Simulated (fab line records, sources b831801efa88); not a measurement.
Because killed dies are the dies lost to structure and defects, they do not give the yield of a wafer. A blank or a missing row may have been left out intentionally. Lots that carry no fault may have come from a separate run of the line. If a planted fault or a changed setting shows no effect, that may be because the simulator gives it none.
The same fault as seen by 2 desks    flow sky130    each desk holds nothing but its own numbers, with what lay behind them at the end

FOR THE TOOL OWNER'S DESK: litho track-02
The tool's own readings at SKY_VT_ADJUST_PCH_COAT_02 (resist thk 3000 nm): means of the sampled wafers that have a number, for each lot that ran on this tool. Marked OUT: a lot whose mean sits more than 4 standard deviations from the usual mean, which makes it out of limits; the brackets give that distance.
Columns: A = resist line temp C at SKY_VT_ADJUST_PCH_COAT_02, usual 23.00 C; B = spin speed rpm at SKY_VT_ADJUST_PCH_COAT_02, usual 2000.0 rpm
lot   first seen here  A      B
L717  day 10 08:19     23.03  2000.1
L722  day 11 16:08     23.04  2001.0
L724  day 12 05:56     22.89  1741.7 (-99 or more) OUT
L726  day 12 18:19     22.88  1740.8 (-99 or more) OUT
L736  day 15 16:46     22.91  2000.3
This desk's finding: out of limits on L724, L726; first on L724, day 12 05:56 (spin speed rpm at SKY_VT_ADJUST_PCH_COAT_02). L717, L722, L736: within limits.

METROLOGY DESK
Means of the sampled wafers that have a number, per lot and without regard to the tool the lot ran on: this is what the gauges read. Marked OUT: a lot whose mean sits more than 4 standard deviations from the usual mean, which makes it out of limits; the brackets give that distance.
Columns: A = VT_ADJUST_LVTN_OVL at SKY_VT_ADJUST_LVTN_OVL_MEAS_07, usual -0.1 nm; B = SONOS_ONO_CVD_02_THK at SKY_SONOS_ONO_THK_MEAS_03, usual 10.54 nm
lot   first seen here  A     B
L717  day 7 05:55      0.6   10.35
L720  day 7 15:08      0.1   10.40
L722  day 8 09:50      1.5   10.73
L724  day 8 20:47      1.1   10.36
L726  day 9 08:52      0.9   10.61
L730  day 10 18:31     -1.9  10.57
L731  day 11 02:16     -1.3  10.56
L735  day 11 19:12     0.7   10.54
L736  day 12 01:28     1.0   10.59
L737  day 12 09:08     -1.1  10.53
L738  day 12 12:49     -1.5  10.68
L739  day 12 21:55     -2.2  10.54
Finding of this desk: none of the 12 lots has anything out of limits.

PUT TOGETHER
The tool owner's desk could have raised an alarm at day 12 05:56, on L724, L726.
At the metrology desk, nothing out of limits was observed.
The metrology desk has L724, L726 on record, within its limits.
All the named lots went through SKY_VT_ADJUST_PCH_COAT_02 on litho track-02.

WHAT WAS PUT IN BY THE SIMULATOR
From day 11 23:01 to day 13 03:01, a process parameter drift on litho track-02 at SKY_VT_ADJUST_PCH_COAT_02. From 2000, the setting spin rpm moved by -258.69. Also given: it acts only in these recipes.
Lots struck among those shown: L724, L726.
Delay in hours, fault start to first out-of-limits reading, by desk: the tool owner's desk at 7.
